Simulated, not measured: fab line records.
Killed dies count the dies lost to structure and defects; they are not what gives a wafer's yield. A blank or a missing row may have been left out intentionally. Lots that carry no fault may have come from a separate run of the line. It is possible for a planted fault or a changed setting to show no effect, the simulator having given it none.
A sampling plan put to the test / flow gf180mcu / one fab line, 43 faults that these records tell of, each judged on the records of the lots that it struck; 1 more is left out, because the records don't allow judging it
The line's own looks make up the plan; these are the steps of the route where a gauge or inspection reads the wafer and leaves it unchanged. Where struck wafers have a number at a look and the file lists that look's usual mean and standard deviation on fault-free wafers, the look can be judged. Caught: at a look after the fault's first step, the mean of the struck wafers lies 4 or more of those standard deviations (sigma) from the usual mean. On the tool: the fault's steps, tested the same way using the tool's own readings. A different recipe on the struck wafers counts as caught too, as does a record blank only for those wafers.

== THE FAULTS, as the simulator had put them in ==
1. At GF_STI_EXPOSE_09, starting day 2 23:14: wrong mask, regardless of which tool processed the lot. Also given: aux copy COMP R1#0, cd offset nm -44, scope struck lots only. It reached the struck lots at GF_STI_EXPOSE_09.
2. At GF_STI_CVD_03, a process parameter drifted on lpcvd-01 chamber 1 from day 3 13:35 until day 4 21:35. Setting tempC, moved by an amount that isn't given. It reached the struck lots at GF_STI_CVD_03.
3. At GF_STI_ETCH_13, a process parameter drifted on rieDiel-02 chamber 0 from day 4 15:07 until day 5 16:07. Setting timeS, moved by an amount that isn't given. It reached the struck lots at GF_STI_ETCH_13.
4. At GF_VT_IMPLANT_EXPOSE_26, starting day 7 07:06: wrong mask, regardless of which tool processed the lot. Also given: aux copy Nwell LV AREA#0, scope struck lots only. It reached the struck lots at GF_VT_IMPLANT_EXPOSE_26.
5. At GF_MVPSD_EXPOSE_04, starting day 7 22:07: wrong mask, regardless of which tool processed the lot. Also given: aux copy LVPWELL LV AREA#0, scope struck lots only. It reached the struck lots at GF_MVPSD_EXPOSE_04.
6. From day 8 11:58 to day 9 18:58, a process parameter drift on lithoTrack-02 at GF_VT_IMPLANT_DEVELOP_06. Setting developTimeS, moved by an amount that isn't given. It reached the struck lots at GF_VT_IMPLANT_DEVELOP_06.
7. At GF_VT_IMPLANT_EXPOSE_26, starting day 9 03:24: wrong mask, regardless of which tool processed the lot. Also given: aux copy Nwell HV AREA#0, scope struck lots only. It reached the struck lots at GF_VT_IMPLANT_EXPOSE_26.
8. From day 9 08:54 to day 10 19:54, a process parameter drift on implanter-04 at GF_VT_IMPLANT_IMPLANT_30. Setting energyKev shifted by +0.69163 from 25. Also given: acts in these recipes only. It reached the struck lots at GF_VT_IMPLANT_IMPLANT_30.
9. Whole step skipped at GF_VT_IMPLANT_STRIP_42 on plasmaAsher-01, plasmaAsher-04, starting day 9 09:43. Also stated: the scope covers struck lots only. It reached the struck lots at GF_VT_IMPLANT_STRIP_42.
10. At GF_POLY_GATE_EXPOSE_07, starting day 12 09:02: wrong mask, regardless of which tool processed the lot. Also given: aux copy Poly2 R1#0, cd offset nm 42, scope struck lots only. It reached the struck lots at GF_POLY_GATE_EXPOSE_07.
11. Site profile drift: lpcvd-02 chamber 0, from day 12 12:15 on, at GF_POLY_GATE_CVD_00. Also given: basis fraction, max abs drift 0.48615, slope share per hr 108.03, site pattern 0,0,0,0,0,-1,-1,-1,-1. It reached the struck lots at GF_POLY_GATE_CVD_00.
12. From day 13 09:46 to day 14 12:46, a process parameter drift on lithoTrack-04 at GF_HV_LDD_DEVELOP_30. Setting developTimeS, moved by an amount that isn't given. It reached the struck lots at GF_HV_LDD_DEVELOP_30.
13. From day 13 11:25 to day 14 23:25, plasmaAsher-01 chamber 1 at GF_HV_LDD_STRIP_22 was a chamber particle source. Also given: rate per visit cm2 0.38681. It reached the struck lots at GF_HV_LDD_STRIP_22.
14. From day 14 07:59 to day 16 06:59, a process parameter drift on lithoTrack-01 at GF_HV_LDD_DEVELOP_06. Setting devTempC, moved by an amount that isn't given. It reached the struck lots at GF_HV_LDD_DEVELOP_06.
15. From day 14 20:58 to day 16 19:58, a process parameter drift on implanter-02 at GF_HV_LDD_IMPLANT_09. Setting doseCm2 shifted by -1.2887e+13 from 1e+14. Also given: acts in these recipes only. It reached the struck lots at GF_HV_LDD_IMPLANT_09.
16. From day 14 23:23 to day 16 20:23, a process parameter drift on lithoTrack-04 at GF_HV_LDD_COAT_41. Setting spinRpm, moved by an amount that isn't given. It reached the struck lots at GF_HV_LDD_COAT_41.
17. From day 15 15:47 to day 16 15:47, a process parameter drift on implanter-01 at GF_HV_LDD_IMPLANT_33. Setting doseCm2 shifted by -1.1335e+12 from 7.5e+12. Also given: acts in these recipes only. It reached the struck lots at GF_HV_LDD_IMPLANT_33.
18. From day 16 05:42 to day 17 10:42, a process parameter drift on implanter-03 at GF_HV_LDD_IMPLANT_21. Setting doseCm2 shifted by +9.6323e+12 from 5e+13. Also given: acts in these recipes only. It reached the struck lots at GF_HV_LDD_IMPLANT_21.
19. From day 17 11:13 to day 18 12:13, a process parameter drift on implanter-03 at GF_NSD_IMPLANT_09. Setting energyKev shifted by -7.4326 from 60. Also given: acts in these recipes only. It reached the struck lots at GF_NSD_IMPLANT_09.
20. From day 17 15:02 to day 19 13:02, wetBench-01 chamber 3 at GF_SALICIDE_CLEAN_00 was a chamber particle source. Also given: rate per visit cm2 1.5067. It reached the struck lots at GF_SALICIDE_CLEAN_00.
21. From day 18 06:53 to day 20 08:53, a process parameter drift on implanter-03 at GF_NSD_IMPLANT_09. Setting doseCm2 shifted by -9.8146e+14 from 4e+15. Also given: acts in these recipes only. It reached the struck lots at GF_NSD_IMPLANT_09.
22. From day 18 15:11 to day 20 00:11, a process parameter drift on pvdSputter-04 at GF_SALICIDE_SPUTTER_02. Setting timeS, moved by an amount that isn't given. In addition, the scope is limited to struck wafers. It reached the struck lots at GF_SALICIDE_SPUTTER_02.
23. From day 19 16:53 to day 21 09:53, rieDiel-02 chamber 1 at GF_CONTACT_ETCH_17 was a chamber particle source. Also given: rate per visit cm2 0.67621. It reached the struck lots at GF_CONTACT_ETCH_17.
24. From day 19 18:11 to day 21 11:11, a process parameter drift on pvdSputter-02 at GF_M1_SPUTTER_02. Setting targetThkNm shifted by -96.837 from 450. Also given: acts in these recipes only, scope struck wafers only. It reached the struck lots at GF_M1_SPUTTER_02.
25. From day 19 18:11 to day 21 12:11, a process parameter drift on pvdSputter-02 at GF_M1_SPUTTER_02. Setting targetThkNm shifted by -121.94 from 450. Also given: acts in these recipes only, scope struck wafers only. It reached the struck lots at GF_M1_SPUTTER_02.
26. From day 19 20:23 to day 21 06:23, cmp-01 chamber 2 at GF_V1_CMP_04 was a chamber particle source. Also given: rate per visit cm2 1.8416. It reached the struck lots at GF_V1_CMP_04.
27. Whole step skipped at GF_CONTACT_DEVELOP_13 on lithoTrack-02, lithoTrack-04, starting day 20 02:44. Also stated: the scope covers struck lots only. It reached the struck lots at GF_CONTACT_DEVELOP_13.
28. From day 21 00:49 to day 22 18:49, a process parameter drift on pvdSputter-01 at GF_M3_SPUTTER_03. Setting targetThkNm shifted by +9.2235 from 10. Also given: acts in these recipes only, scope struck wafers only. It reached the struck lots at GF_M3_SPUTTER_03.
29. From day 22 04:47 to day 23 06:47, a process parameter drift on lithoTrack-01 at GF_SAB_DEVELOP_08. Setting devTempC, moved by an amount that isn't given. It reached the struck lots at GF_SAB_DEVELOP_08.
30. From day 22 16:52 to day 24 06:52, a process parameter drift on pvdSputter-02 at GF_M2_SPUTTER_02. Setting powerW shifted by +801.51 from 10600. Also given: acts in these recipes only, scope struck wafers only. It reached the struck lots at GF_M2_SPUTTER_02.
31. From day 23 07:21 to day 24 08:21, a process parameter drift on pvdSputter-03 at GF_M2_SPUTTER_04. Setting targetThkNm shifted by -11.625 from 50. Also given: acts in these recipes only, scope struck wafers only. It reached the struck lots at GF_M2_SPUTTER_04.
32. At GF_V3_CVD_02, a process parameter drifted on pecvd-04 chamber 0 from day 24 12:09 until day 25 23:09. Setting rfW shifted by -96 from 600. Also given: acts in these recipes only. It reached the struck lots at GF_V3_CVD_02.
33. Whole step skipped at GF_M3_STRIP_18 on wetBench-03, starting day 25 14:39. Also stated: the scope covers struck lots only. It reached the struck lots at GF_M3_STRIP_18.
34. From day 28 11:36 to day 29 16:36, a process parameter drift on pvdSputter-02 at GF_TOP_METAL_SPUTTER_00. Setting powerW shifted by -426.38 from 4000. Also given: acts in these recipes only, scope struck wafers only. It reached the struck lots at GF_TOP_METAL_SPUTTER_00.
35. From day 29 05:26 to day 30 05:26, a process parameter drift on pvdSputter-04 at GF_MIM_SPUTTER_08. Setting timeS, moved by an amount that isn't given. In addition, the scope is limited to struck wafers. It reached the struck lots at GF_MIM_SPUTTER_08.
36. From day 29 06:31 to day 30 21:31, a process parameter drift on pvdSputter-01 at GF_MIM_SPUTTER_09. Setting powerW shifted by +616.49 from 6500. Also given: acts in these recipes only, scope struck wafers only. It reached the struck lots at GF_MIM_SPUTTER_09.
37. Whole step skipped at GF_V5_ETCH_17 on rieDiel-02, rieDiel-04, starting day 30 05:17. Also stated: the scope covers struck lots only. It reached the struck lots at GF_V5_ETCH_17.
38. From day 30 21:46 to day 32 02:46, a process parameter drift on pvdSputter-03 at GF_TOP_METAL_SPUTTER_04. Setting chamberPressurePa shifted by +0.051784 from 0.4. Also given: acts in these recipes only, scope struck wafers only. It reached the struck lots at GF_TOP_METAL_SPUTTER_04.
39. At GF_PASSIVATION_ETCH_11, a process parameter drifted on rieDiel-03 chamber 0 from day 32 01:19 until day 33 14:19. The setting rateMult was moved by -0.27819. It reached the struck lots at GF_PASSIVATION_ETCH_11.
40. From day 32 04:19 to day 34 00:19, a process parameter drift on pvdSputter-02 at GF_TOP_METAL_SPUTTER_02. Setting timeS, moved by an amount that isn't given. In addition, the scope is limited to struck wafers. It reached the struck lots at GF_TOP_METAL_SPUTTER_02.
41. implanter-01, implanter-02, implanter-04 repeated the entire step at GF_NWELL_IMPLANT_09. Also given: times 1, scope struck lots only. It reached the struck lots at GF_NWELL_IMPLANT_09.
42. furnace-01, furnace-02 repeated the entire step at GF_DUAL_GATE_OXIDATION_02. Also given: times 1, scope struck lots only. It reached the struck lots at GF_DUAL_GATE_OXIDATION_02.
43. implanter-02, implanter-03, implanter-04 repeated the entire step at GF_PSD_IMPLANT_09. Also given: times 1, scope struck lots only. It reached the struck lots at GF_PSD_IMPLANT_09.

== WHAT THE PLAN SAW ==
fault=1; on the tool itself=no reading that can be judged; first look that catches it=GF_STI_CD_MEAS_12; reading, sigma=cdNm -29; median hours from its first step to that look=6.3; hours from the fault's start to the first struck lot there=9; judged looks passed uncaught=0
fault=2; on the tool itself=susceptorTempC -20 sigma; first look that catches it=GF_STI_THK_MEAS_04; reading, sigma=STI_CVD_03_THK -13; median hours from its first step to that look=2.5; hours from the fault's start to the first struck lot there=8; judged looks passed uncaught=0
fault=3; on the tool itself=runLengthS -99 or beyond sigma; first look that catches it=no look after it can be judged; reading, sigma=-; median hours from its first step to that look=-; hours from the fault's start to the first struck lot there=-; judged looks passed uncaught=0
fault=4; on the tool itself=no reading that can be judged; first look that catches it=GF_VT_IMPLANT_TW_MEAS_32; reading, sigma=VT_IMPLANT_3_TW -61; median hours from its first step to that look=8.2; hours from the fault's start to the first struck lot there=12; judged looks passed uncaught=0
fault=5; on the tool itself=no reading that can be judged; first look that catches it=GF_MVPSD_TW_MEAS_11; reading, sigma=MVPSD_TW -63; median hours from its first step to that look=8.3; hours from the fault's start to the first struck lot there=12; judged looks passed uncaught=0
fault=6; on the tool itself=no reading that can be judged; first look that catches it=not the one look that can be judged after it; reading, sigma=-; median hours from its first step to that look=-; hours from the fault's start to the first struck lot there=-; judged looks passed uncaught=1
fault=7; on the tool itself=no reading that can be judged; first look that catches it=GF_VT_IMPLANT_TW_MEAS_32; reading, sigma=VT_IMPLANT_3_TW -61; median hours from its first step to that look=9.1; hours from the fault's start to the first struck lot there=13; judged looks passed uncaught=0
fault=8; on the tool itself=beamEnergyKeV +86 sigma; first look that catches it=no look after it can be judged; reading, sigma=-; median hours from its first step to that look=-; hours from the fault's start to the first struck lot there=-; judged looks passed uncaught=0
fault=9; on the tool itself=the tool's record is blank for the struck wafers; first look that catches it=no look after it can be judged; reading, sigma=-; median hours from its first step to that look=-; hours from the fault's start to the first struck lot there=-; judged looks passed uncaught=0
fault=10; on the tool itself=no reading that can be judged; first look that catches it=GF_POLY_GATE_CD_MEAS_10; reading, sigma=cdNm +28; median hours from its first step to that look=9.8; hours from the fault's start to the first struck lot there=12; judged looks passed uncaught=0
fault=11; on the tool itself=under 2 sigma; first look that catches it=GF_POLY_GATE_THK_MEAS_01; reading, sigma=POLY_GATE_CVD_00_THK -23; median hours from its first step to that look=1.3; hours from the fault's start to the first struck lot there=8; judged looks passed uncaught=0
fault=12; on the tool itself=no reading that can be judged; first look that catches it=GF_HV_LDD_CD_MEAS_31; reading, sigma=cdNm +6.6; median hours from its first step to that look=0.1; hours from the fault's start to the first struck lot there=2; judged looks passed uncaught=0
fault=13; on the tool itself=only faintly: drypumpMotorCurrentA -2.0 sigma; first look that catches it=none of the 2 looks that can be judged after it; reading, sigma=-; median hours from its first step to that look=-; hours from the fault's start to the first struck lot there=-; judged looks passed uncaught=2
fault=14; on the tool itself=developerTempC +20 sigma; first look that catches it=none of the 2 looks that can be judged after it; reading, sigma=strongest: cdNm at GF_HV_LDD_CD_MEAS_07, -2.9; median hours from its first step to that look=-; hours from the fault's start to the first struck lot there=-; judged looks passed uncaught=2
fault=15; on the tool itself=doseIonsCm2 -99 or beyond sigma; first look that catches it=GF_HV_LDD_RS_MEAS_53; reading, sigma=HV_LDD_RS +27; median hours from its first step to that look=69.9; hours from the fault's start to the first struck lot there=80; judged looks passed uncaught=1
fault=16; on the tool itself=spinSpeedRpm -57 sigma; first look that catches it=no look after it can be judged; reading, sigma=-; median hours from its first step to that look=-; hours from the fault's start to the first struck lot there=-; judged looks passed uncaught=0
fault=17; on the tool itself=doseIonsCm2 -99 or beyond sigma; first look that catches it=none of the 2 looks that can be judged after it; reading, sigma=strongest: HV_LDD_RS at GF_HV_LDD_RS_MEAS_53, +3.7; median hours from its first step to that look=-; hours from the fault's start to the first struck lot there=-; judged looks passed uncaught=2
fault=18; on the tool itself=doseIonsCm2 +99 or beyond sigma; first look that catches it=GF_HV_LDD_TW_MEAS_23; reading, sigma=HV_LDD_2_TW +4.9; median hours from its first step to that look=0.2; hours from the fault's start to the first struck lot there=11; judged looks passed uncaught=0
fault=19; on the tool itself=beamEnergyKeV -99 or beyond sigma; first look that catches it=GF_PSD_RS_MEAS_14; reading, sigma=NSD_RS +21; median hours from its first step to that look=24.6; hours from the fault's start to the first struck lot there=28; judged looks passed uncaught=0
fault=20; on the tool itself=no reading that can be judged; first look that catches it=no look after it can be judged; reading, sigma=-; median hours from its first step to that look=-; hours from the fault's start to the first struck lot there=-; judged looks passed uncaught=0
fault=21; on the tool itself=doseIonsCm2 -99 or beyond sigma; first look that catches it=GF_PSD_RS_MEAS_14; reading, sigma=NSD_RS +18; median hours from its first step to that look=24.0; hours from the fault's start to the first struck lot there=29; judged looks passed uncaught=1
fault=22; on the tool itself=under 2 sigma; first look that catches it=GF_SALICIDE_RS_MEAS_04; reading, sigma=SALICIDE_TIN_RS +24; median hours from its first step to that look=0.1; hours from the fault's start to the first struck lot there=4; judged looks passed uncaught=0
fault=23; on the tool itself=under 2 sigma; first look that catches it=none of the 2 looks that can be judged after it; reading, sigma=-; median hours from its first step to that look=-; hours from the fault's start to the first struck lot there=-; judged looks passed uncaught=2
fault=24; on the tool itself=under 2 sigma; first look that catches it=GF_M1_RS_MEAS_05; reading, sigma=M1_ALCU_RS +32; median hours from its first step to that look=0.1; hours from the fault's start to the first struck lot there=4; judged looks passed uncaught=0
fault=25; on the tool itself=under 2 sigma; first look that catches it=GF_M1_RS_MEAS_05; reading, sigma=M1_ALCU_RS +44; median hours from its first step to that look=0.1; hours from the fault's start to the first struck lot there=4; judged looks passed uncaught=0
fault=26; on the tool itself=under 2 sigma; first look that catches it=not the one look that can be judged after it; reading, sigma=-; median hours from its first step to that look=-; hours from the fault's start to the first struck lot there=-; judged looks passed uncaught=1
fault=27; on the tool itself=no reading that can be judged; first look that catches it=no look after it can be judged; reading, sigma=-; median hours from its first step to that look=-; hours from the fault's start to the first struck lot there=-; judged looks passed uncaught=0
fault=28; on the tool itself=under 2 sigma; first look that catches it=no look after it can be judged; reading, sigma=-; median hours from its first step to that look=-; hours from the fault's start to the first struck lot there=-; judged looks passed uncaught=0
fault=29; on the tool itself=developerTempC -21 sigma; first look that catches it=not the one look that can be judged after it; reading, sigma=strongest: cdNm at GF_SAB_CD_MEAS_09, -3.3; median hours from its first step to that look=-; hours from the fault's start to the first struck lot there=-; judged looks passed uncaught=1
fault=30; on the tool itself=cathodeDcPowerW +99 or beyond sigma; first look that catches it=GF_M2_RS_MEAS_05; reading, sigma=M2_ALCU_RS -7.0; median hours from its first step to that look=0.1; hours from the fault's start to the first struck lot there=16; judged looks passed uncaught=0
fault=31; on the tool itself=under 2 sigma; first look that catches it=none of the 7 looks that can be judged after it; reading, sigma=-; median hours from its first step to that look=-; hours from the fault's start to the first struck lot there=-; judged looks passed uncaught=7
fault=32; on the tool itself=rfFwdPowerW -38 sigma; first look that catches it=none of the 2 looks that can be judged after it; reading, sigma=strongest: V3_CVD_02_THK at GF_V3_THK_MEAS_03, -3.3; median hours from its first step to that look=-; hours from the fault's start to the first struck lot there=-; judged looks passed uncaught=2
fault=33; on the tool itself=the tool's record is blank for the struck wafers; first look that catches it=no look after it can be judged; reading, sigma=-; median hours from its first step to that look=-; hours from the fault's start to the first struck lot there=-; judged looks passed uncaught=0
fault=34; on the tool itself=cathodeDcPowerW -99 or beyond sigma; first look that catches it=no look after it can be judged; reading, sigma=-; median hours from its first step to that look=-; hours from the fault's start to the first struck lot there=-; judged looks passed uncaught=0
fault=35; on the tool itself=under 2 sigma; first look that catches it=GF_MIM_RS_MEAS_10; reading, sigma=MIM_ALCU_RS -24; median hours from its first step to that look=0.1; hours from the fault's start to the first struck lot there=2; judged looks passed uncaught=0
fault=36; on the tool itself=cathodeDcPowerW +99 or beyond sigma; first look that catches it=none of the 4 looks that can be judged after it; reading, sigma=-; median hours from its first step to that look=-; hours from the fault's start to the first struck lot there=-; judged looks passed uncaught=4
fault=37; on the tool itself=the tool's record is blank for the struck wafers; first look that catches it=no look after it can be judged; reading, sigma=-; median hours from its first step to that look=-; hours from the fault's start to the first struck lot there=-; judged looks passed uncaught=0
fault=38; on the tool itself=chamberPressurePa +71 sigma; first look that catches it=none of the 4 looks that can be judged after it; reading, sigma=-; median hours from its first step to that look=-; hours from the fault's start to the first struck lot there=-; judged looks passed uncaught=4
fault=39; on the tool itself=oesProductAu -18 sigma; first look that catches it=no look after it can be judged; reading, sigma=-; median hours from its first step to that look=-; hours from the fault's start to the first struck lot there=-; judged looks passed uncaught=0
fault=40; on the tool itself=under 2 sigma; first look that catches it=GF_TOP_METAL_RS_MEAS_05; reading, sigma=TOP_METAL_ALCU_RS +38; median hours from its first step to that look=0.1; hours from the fault's start to the first struck lot there=4; judged looks passed uncaught=0
fault=41; on the tool itself=under 2 sigma; first look that catches it=GF_VT_IMPLANT_RS_MEAS_47; reading, sigma=NWELL_RS -41; median hours from its first step to that look=113.2; hours from the fault's start to the first struck lot there=-; judged looks passed uncaught=0
fault=42; on the tool itself=under 2 sigma; first look that catches it=GF_DUAL_GATE_THK_MEAS_03; reading, sigma=DUAL_GATE_OXIDATION_00_THK +35; median hours from its first step to that look=3.7; hours from the fault's start to the first struck lot there=-; judged looks passed uncaught=0
fault=43; on the tool itself=no reading that can be judged; first look that catches it=GF_PSD_TW_MEAS_11; reading, sigma=PSD_TW +15; median hours from its first step to that look=0.6; hours from the fault's start to the first struck lot there=-; judged looks passed uncaught=0
A dash: the fault isn't caught, or these records don't give the number.

Caught at a look: 21 of 43. Caught on the tool: 20 of 43. By one or the other: 35 of 43.
On the tool alone, faults 3, 8, 9, 14, 16, 17, 29, 32, 33, 34, 36, 37, 38, 39 were caught.
Caught at a look alone: faults 1, 4, 5, 7, 10, 11, 12, 22, 24, 25, 35, 40, 41, 42, 43.
Caught by neither: faults 6, 13, 20, 23, 26, 27, 28, 31.

== THINNER SAMPLING ==
In the worst case, this is how late the first struck lot would be measured if the look that catches a fault measured only every second or every third lot, by lot number:
fault=1; struck lots at that look, in order of time=L426; every lot=9 h; every second lot=may miss it; every third lot=may miss it
fault=2; struck lots at that look, in order of time=L600, L601; every lot=8 h; every second lot=12 h; every third lot=may miss all 2
fault=4; struck lots at that look, in order of time=L799; every lot=12 h; every second lot=may miss it; every third lot=may miss it
fault=5; struck lots at that look, in order of time=L440; every lot=12 h; every second lot=may miss it; every third lot=may miss it
fault=7; struck lots at that look, in order of time=L178; every lot=13 h; every second lot=may miss it; every third lot=may miss it
fault=10; struck lots at that look, in order of time=L717; every lot=12 h; every second lot=may miss it; every third lot=may miss it
fault=11; struck lots at that look, in order of time=L900, L901, L902, L903; every lot=8 h; every second lot=15 h; every third lot=23 h
fault=12; struck lots at that look, in order of time=L842, L843; every lot=2 h; every second lot=17 h; every third lot=may miss all 2
fault=15; struck lots at that look, in order of time=L178, L179, L180; every lot=80 h; every second lot=91 h; every third lot=103 h
fault=18; struck lots at that look, in order of time=L328, L329; every lot=11 h; every second lot=22 h; every third lot=may miss all 2
fault=19; struck lots at that look, in order of time=L222, L223; every lot=28 h; every second lot=40 h; every third lot=may miss all 2
fault=21; struck lots at that look, in order of time=L380, L382; every lot=29 h; every second lot=may miss all 2; every third lot=may miss all 2
fault=22; struck lots at that look, in order of time=L160, L161; every lot=4 h; every second lot=16 h; every third lot=may miss all 2
fault=24; struck lots at that look, in order of time=L755, L758; every lot=4 h; every second lot=36 h; every third lot=may miss all 2
fault=25; struck lots at that look, in order of time=L604, L607; every lot=4 h; every second lot=36 h; every third lot=may miss all 2
fault=30; struck lots at that look, in order of time=L304; every lot=16 h; every second lot=may miss it; every third lot=may miss it
fault=35; struck lots at that look, in order of time=L163, L164; every lot=2 h; every second lot=10 h; every third lot=may miss all 2
fault=40; struck lots at that look, in order of time=L314, L315; every lot=4 h; every second lot=10 h; every third lot=may miss all 2
Hours: fault start to first struck lot measured. The limit of 4 sigma was tested on all struck wafers together, so one lot alone may lie under it. Other struck lots may not be in these records.

== THE LONGEST TIMED WAY FROM STEP TO LOOK ==
Fault 41: a median of 113.2 hours passes between GF_NWELL_IMPLANT_09 and GF_VT_IMPLANT_RS_MEAS_47. No look between them can be judged.
